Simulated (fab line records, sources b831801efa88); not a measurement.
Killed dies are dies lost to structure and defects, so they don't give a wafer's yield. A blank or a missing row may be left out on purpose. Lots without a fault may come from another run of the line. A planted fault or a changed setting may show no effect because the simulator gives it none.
Chamber matching | flow gf180mcu | GF_STI_CMP_25 on cmp-01: 4 sister chambers
The step polishes, stops on Si3N4, t overpolish 33 s, target thk 524.6 nm. 16 wafers are shown with their chamber, then 8 later ones without.

WAFERS WITH THEIR CHAMBER
wafer  | chamber | motor_current_A (A) | time_to_endpoint_s (s) | edge_zone_pressure_frac
L321.2 | 1       | 12.9                | 125                    | 0.998
L321.5 | 2       | 13.1                | 118                    | 1.001
L321.6 | 1       | 12.6                | 122                    | 0.996
L322.1 | 3       | 12.0                | 114                    | 0.994
L322.3 | 0       | 15.4                | 129                    | 1.002
L322.6 | 1       | 13.0                | 125                    | 1.002
L323.2 | 1       | 13.2                | 116                    | 0.993
L323.3 | 2       | 14.4                | 116                    | 1.004
L323.6 | 0       | 15.2                | 123                    | 1.005
L329.1 | 1       | 13.6                | 123                    | 1.001
L329.3 | 2       | 13.4                | 124                    | 1.006
L329.5 | 3       | 11.9                | 115                    | 0.996
L330.1 | 3       | 11.7                | 113                    | 0.997
L330.2 | 0       | 14.9                | 132                    | 0.996
L330.3 | 2       | 13.3                | 118                    | 0.995
L331.4 | 1       | 12.7                | 120                    | 1.002

SIGNATURES (means of the wafers above)
reading                 | chamber 0 | chamber 1 | chamber 2 | chamber 3 | scatter within a chamber
motor_current_A         | 15.167    | 13.000    | 13.550    | 11.867    | 0.392
time_to_endpoint_s      | 128.00    | 121.83    | 119.00    | 114.00    | 3.4
edge_zone_pressure_frac | 1.00100   | 0.99867   | 1.00150   | 0.99567   | 0.00391
Rule: a wafer's distance from a chamber is the root of the sum, over the readings, of the square of ((its reading less the chamber's mean) divided by the reading's scatter). The wafer belongs to the nearest chamber; if the next one is less than 2 further off, it can't be placed. The scatter: the root of (the sum of the squares of (reading less its chamber's mean) over the shown wafers, divided by (wafers less chambers)).

WAFERS WITHOUT THEIR CHAMBER
wafer  | motor_current_A (A) | time_to_endpoint_s (s) | edge_zone_pressure_frac
L331.5 | 15.0                | 130                    | 1.015
L331.6 | 12.2                | 113                    | 0.990
L332.1 | 14.5                | 122                    | 0.999
L332.4 | 11.8                | 125                    | 1.001
L332.5 | 13.0                | 126                    | 1.008
L343.3 | 15.4                | 131                    | 0.994
L343.5 | 12.4                | 112                    | 1.007
L343.6 | 15.3                | 128                    | 1.002

WHICH CHAMBER EACH WENT THROUGH
wafer  | from the rows above          | in truth
L331.5 | 0                            | 0
L331.6 | 3                            | 3
L332.1 | can't be placed: 0 or 2 or 1 | 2
L332.4 | can't be placed: 1 or 3 or 2 | 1
L332.5 | can't be placed: 1 or 2      | 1
L343.3 | 0                            | 0
L343.5 | can't be placed: 3 or 2 or 1 | 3
L343.6 | 0                            | 0
Placed correctly: 4 of 8. Can't be placed from these rows: 4 (the true chamber is among the candidates in 4). Placed wrongly: 0.
